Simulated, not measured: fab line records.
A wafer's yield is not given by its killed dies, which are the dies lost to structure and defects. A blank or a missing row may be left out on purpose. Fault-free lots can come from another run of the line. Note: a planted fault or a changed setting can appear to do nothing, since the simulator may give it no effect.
Which tool was responsible? | flow gf180mcu | 72 wafers from 24 lots sampled at 6 of the route's 602 steps

== WHAT THE GAUGES SHOWED, per wafer ==
GF_V2_THK_MEAS_03.
lot  | measured     | on            | V2_CVD_02_THK (nm)
L074 | day 19 09:25 | film metro-02 | 841 828 852
L075 | day 19 14:05 | film metro-02 | 850 864 867
L076 | day 20 00:30 | film metro-04 | 841 850 859
L077 | day 20 10:41 | film metro-04 | 842 862 866
L078 | day 20 19:19 | film metro-02 | 837 826 841
L079 | day 21 04:50 | film metro-02 | 845 851 864
L080 | day 21 20:38 | film metro-04 | 859 865 870
L081 | day 22 07:18 | film metro-03 | 840 874 857
L083 | day 22 10:53 | film metro-03 | 834 845 856
L082 | day 22 15:25 | film metro-02 | 836 853 849
L084 | day 23 01:24 | film metro-02 | 859 852 870
L085 | day 24 01:32 | film metro-04 | 840 847 841
L086 | day 24 04:14 | film metro-04 | 836 848 847
L088 | day 24 06:55 | film metro-04 | 841 841 850
L087 | day 24 09:21 | film metro-02 | 835 855 847
L089 | day 25 02:49 | film metro-02 | 849 861 857
L090 | day 25 02:52 | film metro-02 | 834 840 851
L091 | day 25 08:11 | film metro-04 | 845 847 848
L092 | day 26 01:13 | film metro-04 | 848 860 852
L093 | day 26 03:06 | film metro-04 | 825 835 845
L094 | day 26 07:55 | film metro-04 | 826 850 845
L095 | day 26 20:15 | film metro-03 | 838 855 842
L096 | day 27 00:22 | film metro-02 | 843 852 860
L097 | day 27 01:19 | film metro-04 | 842 844 855

GF_M3_RS_MEAS_05: uses a four-point probe to measure.
lot  | measured     | on            | M3_ALCU_RS (ohm/sq)
L074 | day 20 11:41 | film metro-01 | 0.0699 0.0693 0.0696
L075 | day 20 15:58 | film metro-02 | 0.0706 0.0705 0.0706
L076 | day 21 02:11 | film metro-02 | 0.0686 0.0693 0.0694
L077 | day 21 13:14 | film metro-03 | 0.0705 0.0697 0.0696
L078 | day 21 21:42 | film metro-03 | 0.0695 0.0690 0.0687
L079 | day 22 06:44 | film metro-01 | 0.0698 0.0695 0.0693
L080 | day 23 03:57 | film metro-01 | 0.0687 0.0680 0.0682
L081 | day 23 07:58 | film metro-01 | 0.0697 0.0690 0.0693
L083 | day 23 10:23 | film metro-03 | 0.0699 0.0707 0.0698
L082 | day 23 14:44 | film metro-01 | 0.0693 0.0689 0.0698
L084 | day 24 05:05 | film metro-01 | 0.0696 0.0694 0.0698
L085 | day 25 01:10 | film metro-01 | 0.0688 0.0687 0.0691
L086 | day 25 04:23 | film metro-01 | 0.0689 0.0688 0.0691
L088 | day 25 06:43 | film metro-02 | 0.0692 0.0692 0.0692
L087 | day 25 09:16 | film metro-03 | 0.0688 0.0684 0.0693
L089 | day 26 02:46 | film metro-02 | 0.0702 0.0702 0.0700
L090 | day 26 02:50 | film metro-03 | 0.0690 0.0695 0.0687
L091 | day 26 07:47 | film metro-01 | 0.0691 0.0689 0.0693
L092 | day 27 00:16 | film metro-01 | 0.0699 0.0694 0.0694
L093 | day 27 01:53 | film metro-03 | 0.0702 0.0696 0.0707
L094 | day 27 06:29 | film metro-01 | 0.0700 0.0695 0.0697
L095 | day 27 18:12 | film metro-01 | 0.0698 0.0705 0.0696
L096 | day 27 21:49 | film metro-03 | 0.0686 0.0692 0.0690
L097 | day 27 23:53 | film metro-03 | 0.0697 0.0685 0.0688

GF_V5_OVL_MEAS_15.
lot  | measured     | on         | V5_OVL (nm)
L074 | day 27 05:44 | overlay-02 | -1 -6 -3
L075 | day 27 18:53 | overlay-02 | 3 4 0
L076 | day 27 21:02 | overlay-01 | 2 5 -2
L077 | day 28 04:14 | overlay-02 | -4 -3 2
L078 | day 28 16:01 | overlay-01 | -1 -7 3
L079 | day 28 19:40 | overlay-01 | 1 -2 -1
L080 | day 29 13:50 | overlay-01 | 0 -4 -3
L081 | day 29 16:40 | overlay-02 | 0 -5 -8
L083 | day 29 20:47 | overlay-02 | -6 -1 -3
L082 | day 29 22:20 | overlay-01 | 2 8 7
L084 | day 30 10:47 | overlay-02 | -7 -2 5
L085 | day 31 03:44 | overlay-01 | -10 -14 -14
L086 | day 31 05:20 | overlay-01 | -4 3 -4
L088 | day 31 09:11 | overlay-01 | 1 -3 -5
L087 | day 31 11:05 | overlay-01 | -7 0 -3
L089 | day 31 22:32 | overlay-01 | 2 -10 -18
L090 | day 32 00:14 | overlay-01 | 7 -5 -5
L091 | day 32 04:38 | overlay-01 | 6 0 -9
L092 | day 32 18:07 | overlay-01 | -8 -1 -7
L093 | day 32 18:28 | overlay-02 | 6 -4 7
L094 | day 33 00:22 | overlay-02 | -5 -2 -10
L095 | day 33 08:53 | overlay-02 | -4 -4 -9
L096 | day 33 11:19 | overlay-01 | -9 -9 -7
L097 | day 33 12:35 | overlay-01 | 3 1 -6

== EACH LOT AND THE TOOL THAT RAN IT (in order: tool; ch and the chambers of the sampled wafers; start) ==
lot  | GF_M2_SPUTTER_03             | GF_M3_METAL_ETCH_16               | GF_V4_ETCH_16
L074 | pvd sputter-03, day 18 08:03 | rie metal-01 ch 0,1, day 21 11:22 | rie diel-01 ch 3, day 24 10:07
L075 | pvd sputter-04, day 18 13:25 | rie metal-04 ch 0,1, day 21 16:12 | rie diel-01 ch 2,3, day 25 00:43
L076 | pvd sputter-04, day 18 23:28 | rie metal-01 ch 0,1, day 22 02:06 | rie diel-04 ch 0,2,3, day 25 03:43
L077 | pvd sputter-03, day 19 09:46 | rie metal-04 ch 0, day 22 12:28   | rie diel-04 ch 0,1,3, day 25 10:07
L078 | pvd sputter-04, day 19 18:04 | rie metal-02 ch 0,1, day 22 21:00 | rie diel-01 ch 0,2,3, day 25 23:37
L079 | pvd sputter-03, day 20 03:56 | rie metal-01 ch 0,1, day 23 05:28 | rie diel-01 ch 1,2,3, day 26 03:43
L080 | pvd sputter-04, day 20 19:06 | rie metal-01 ch 0, day 24 02:08   | rie diel-03 ch 0,2,3, day 26 22:43
L081 | pvd sputter-04, day 21 06:52 | rie metal-04 ch 0,1, day 24 06:15 | rie diel-01 ch 0,1,2, day 27 02:25
L083 | pvd sputter-01, day 21 11:13 | rie metal-04 ch 0,1, day 24 09:18 | rie diel-03 ch 1,2,3, day 27 06:33
L082 | pvd sputter-04, day 21 14:55 | rie metal-04 ch 0,1, day 24 12:28 | rie diel-04 ch 0,1,3, day 27 07:54
L084 | pvd sputter-03, day 22 00:53 | rie metal-01 ch 0,1, day 25 03:31 | rie diel-03 ch 1,2, day 27 21:40
L085 | pvd sputter-01, day 23 02:43 | rie metal-04 ch 0,1, day 25 22:22 | rie diel-04 ch 0,2,3, day 28 15:19
L086 | pvd sputter-03, day 23 04:45 | rie metal-01 ch 0, day 26 01:31   | rie diel-04 ch 1,2, day 28 18:31
L088 | pvd sputter-03, day 23 07:17 | rie metal-02 ch 0, day 26 03:16   | rie diel-01 ch 0,1,2, day 28 21:07
L087 | pvd sputter-03, day 23 09:38 | rie metal-04 ch 0,1, day 26 06:43 | rie diel-04 ch 0,1,2, day 28 23:31
L089 | pvd sputter-03, day 24 03:57 | rie metal-02 ch 0,1, day 26 23:15 | rie diel-01 ch 0,3, day 29 13:25
L090 | pvd sputter-01, day 24 04:01 | rie metal-04 ch 0,1, day 26 23:44 | rie diel-03 ch 2,3, day 29 15:30
L091 | pvd sputter-01, day 24 08:54 | rie metal-01 ch 0,1, day 27 04:12 | rie diel-03 ch 0,1,2, day 29 19:34
L092 | pvd sputter-04, day 25 02:28 | rie metal-02 ch 0,1, day 27 19:51 | rie diel-04 ch 1,2, day 30 09:49
L093 | pvd sputter-01, day 25 04:43 | rie metal-02 ch 0,1, day 27 22:15 | rie diel-01 ch 0,3, day 30 11:28
L094 | pvd sputter-03, day 25 09:48 | rie metal-04 ch 0,1, day 28 02:25 | rie diel-01 ch 0,2, day 30 16:18
L095 | pvd sputter-03, day 25 22:41 | rie metal-02 ch 1, day 28 14:28   | rie diel-03 ch 1,2,3, day 31 03:10
L096 | pvd sputter-04, day 26 02:27 | rie metal-01 ch 0,1, day 28 16:55 | rie diel-03 ch 0,2, day 31 05:37
L097 | pvd sputter-04, day 26 03:46 | rie metal-02 ch 1, day 28 19:17   | rie diel-04 ch 0,2,3, day 31 07:04
- GF_M2_SPUTTER_03: material Ti, target thk 10 nm, time 6.7 s.
- GF_M3_METAL_ETCH_16: etches the open film in Cl2/BCl3, stops on SiO2, target depth 750.8 nm, time 125.1 s.
- GF_V4_ETCH_16: etches BARC in N2/H2.

== WHAT THE TOOLS THEMSELVES READ (means of the sampled wafers that have a number; where no wafer has one, the mark that the record gives instead) ==
GF_M2_SPUTTER_03.
lot  | tool           | chamber pressure pa (Pa) | throttle valve pct (%)
L074 | pvd sputter-03 | 0.2998                   | 29.5
L075 | pvd sputter-04 | 0.2997                   | 30.3
L076 | pvd sputter-04 | 0.2997                   | 30.8
L077 | pvd sputter-03 | 0.2995                   | 29.7
L078 | pvd sputter-04 | 0.3000                   | 30.3
L079 | pvd sputter-03 | 0.3006                   | 29.5
L080 | pvd sputter-04 | 0.3005                   | 30.4
L081 | pvd sputter-04 | 0.2998                   | 30.6
L083 | pvd sputter-01 | 0.3005                   | 30.1
L082 | pvd sputter-04 | 0.3005                   | 29.8
L084 | pvd sputter-03 | 0.3002                   | 29.6
L085 | pvd sputter-01 | 0.2999                   | 30.3
L086 | pvd sputter-03 | 0.3006                   | 29.8
L088 | pvd sputter-03 | 0.2998                   | 29.3
L087 | pvd sputter-03 | 0.2999                   | 29.9
L089 | pvd sputter-03 | 0.3006                   | 29.7
L090 | pvd sputter-01 | 0.3001                   | 29.6
L091 | pvd sputter-01 | 0.2995                   | 30.3
L092 | pvd sputter-04 | 0.3002                   | 29.9
L093 | pvd sputter-01 | 0.2995                   | 30.1
L094 | pvd sputter-03 | 0.3002                   | 29.5
L095 | pvd sputter-03 | 0.2998                   | 29.8
L096 | pvd sputter-04 | 0.2997                   | 30.0
L097 | pvd sputter-04 | 0.2995                   | 29.8

GF_M3_METAL_ETCH_16.
lot  | tool         | drypump motor current A (A) | oes product au (a.u.) | rf fwd power W (W) | throttle valve pct (%)
L074 | rie metal-01 | 5.5                         | 0.990                 | 798.0              | 28.235
L075 | rie metal-04 | 5.9                         | 0.988                 | 793.2              | 28.233
L076 | rie metal-01 | 5.3                         | 0.989                 | 796.4              | 28.232
L077 | rie metal-04 | 5.8                         | 0.993                 | 795.0              | 28.229
L078 | rie metal-02 | 6.0                         | 0.991                 | 795.4              | 28.245
L079 | rie metal-01 | 5.3                         | 0.990                 | 796.5              | 28.214
L080 | rie metal-01 | 5.2                         | 0.993                 | 799.6              | 28.232
L081 | rie metal-04 | 5.8                         | 0.991                 | 794.7              | 28.227
L083 | rie metal-04 | 5.8                         | 0.987                 | 796.6              | 28.231
L082 | rie metal-04 | 5.8                         | 0.994                 | 798.4              | 28.229
L084 | rie metal-01 | 5.3                         | 1.000                 | 796.4              | 28.233
L085 | rie metal-04 | 5.8                         | 0.989                 | 796.8              | 28.233
L086 | rie metal-01 | 5.2                         | 0.987                 | 798.5              | 28.238
L088 | rie metal-02 | 6.4                         | 0.985                 | 797.6              | 28.229
L087 | rie metal-04 | 5.8                         | 0.993                 | 796.6              | 28.219
L089 | rie metal-02 | 6.0                         | 0.989                 | 793.8              | 28.233
L090 | rie metal-04 | 5.9                         | 0.989                 | 795.2              | 28.229
L091 | rie metal-01 | 5.3                         | 0.992                 | 798.9              | 28.225
L092 | rie metal-02 | 6.2                         | 0.986                 | 798.5              | 28.239
L093 | rie metal-02 | 6.2                         | 0.985                 | 798.9              | 28.221
L094 | rie metal-04 | 5.9                         | 0.987                 | 796.4              | 28.235
L095 | rie metal-02 | 5.8                         | 0.987                 | 792.9              | 28.226
L096 | rie metal-01 | 5.3                         | 0.995                 | 794.6              | 28.227
L097 | rie metal-02 | 5.8                         | 0.988                 | 791.6              | 28.232

GF_V4_ETCH_16.
lot  | tool        | drypump motor current A (A) | oes product au (a.u.) | rf fwd power W (W) | throttle valve pct (%)
L074 | rie diel-01 | 6.0                         | 0.852                 | 491.7              | 13.223
L075 | rie diel-01 | 5.7                         | 0.856                 | 495.0              | 13.240
L076 | rie diel-04 | 5.4                         | 0.857                 | 495.5              | 13.228
L077 | rie diel-04 | 5.4                         | 0.854                 | 495.6              | 13.223
L078 | rie diel-01 | 5.7                         | 0.851                 | 493.3              | 13.216
L079 | rie diel-01 | 5.8                         | 0.851                 | 495.3              | 13.220
L080 | rie diel-03 | 6.0                         | 0.856                 | 494.5              | 13.219
L081 | rie diel-01 | 5.6                         | 0.854                 | 493.7              | 13.212
L083 | rie diel-03 | 6.1                         | 0.852                 | 494.9              | 13.220
L082 | rie diel-04 | 5.4                         | 0.851                 | 498.1              | 13.227
L084 | rie diel-03 | 5.8                         | 0.854                 | 495.4              | 13.228
L085 | rie diel-04 | 5.4                         | 0.852                 | 495.5              | 13.226
L086 | rie diel-04 | 5.7                         | 0.860                 | 497.1              | 13.221
L088 | rie diel-01 | 5.6                         | 0.861                 | 496.4              | 13.226
L087 | rie diel-04 | 5.6                         | 0.856                 | 496.3              | 13.217
L089 | rie diel-01 | 5.7                         | 0.852                 | 494.0              | 13.227
L090 | rie diel-03 | 6.0                         | 0.854                 | 494.6              | 13.219
L091 | rie diel-03 | 5.8                         | 0.854                 | 495.3              | 13.224
L092 | rie diel-04 | 5.7                         | 0.856                 | 494.8              | 13.217
L093 | rie diel-01 | 5.8                         | 0.854                 | 494.9              | 13.220
L094 | rie diel-01 | 5.5                         | 0.851                 | 493.3              | 13.220
L095 | rie diel-03 | 6.1                         | 0.859                 | 494.5              | 13.229
L096 | rie diel-03 | 5.7                         | 0.856                 | 496.9              | 13.228
L097 | rie diel-04 | 5.4                         | 0.858                 | 496.5              | 13.228

== THE ANSWER, worked out from the rows above alone ==
Rule: the usual values come from the lots themselves. Put in order of their means at a reading, lots are off if they are a third of the lots or fewer, leave a main group of 4 or more, and stand apart from it by a gap of 3 or more times the standard deviation of the main group's means; of several such gaps the widest counts. A main group is skipped when, at the precision printed for the reading in the tables above, its means are all equal. A lot without any number at a reading at which 4 lots or more have one is off too. Where the step has rows for the other lots, those lots are counted as sound. Order of review: gauges by route order, followed by the tools' own readings, for which a lot's mean as printed above is used. At the first step where some lot is off, the reading lying furthest off is the one used; lots without a number count as furthest.
No lot is off at any reading shown: from this, nothing can be told.

== WHAT HAD BEEN PUT IN BY THE SIMULATOR ==
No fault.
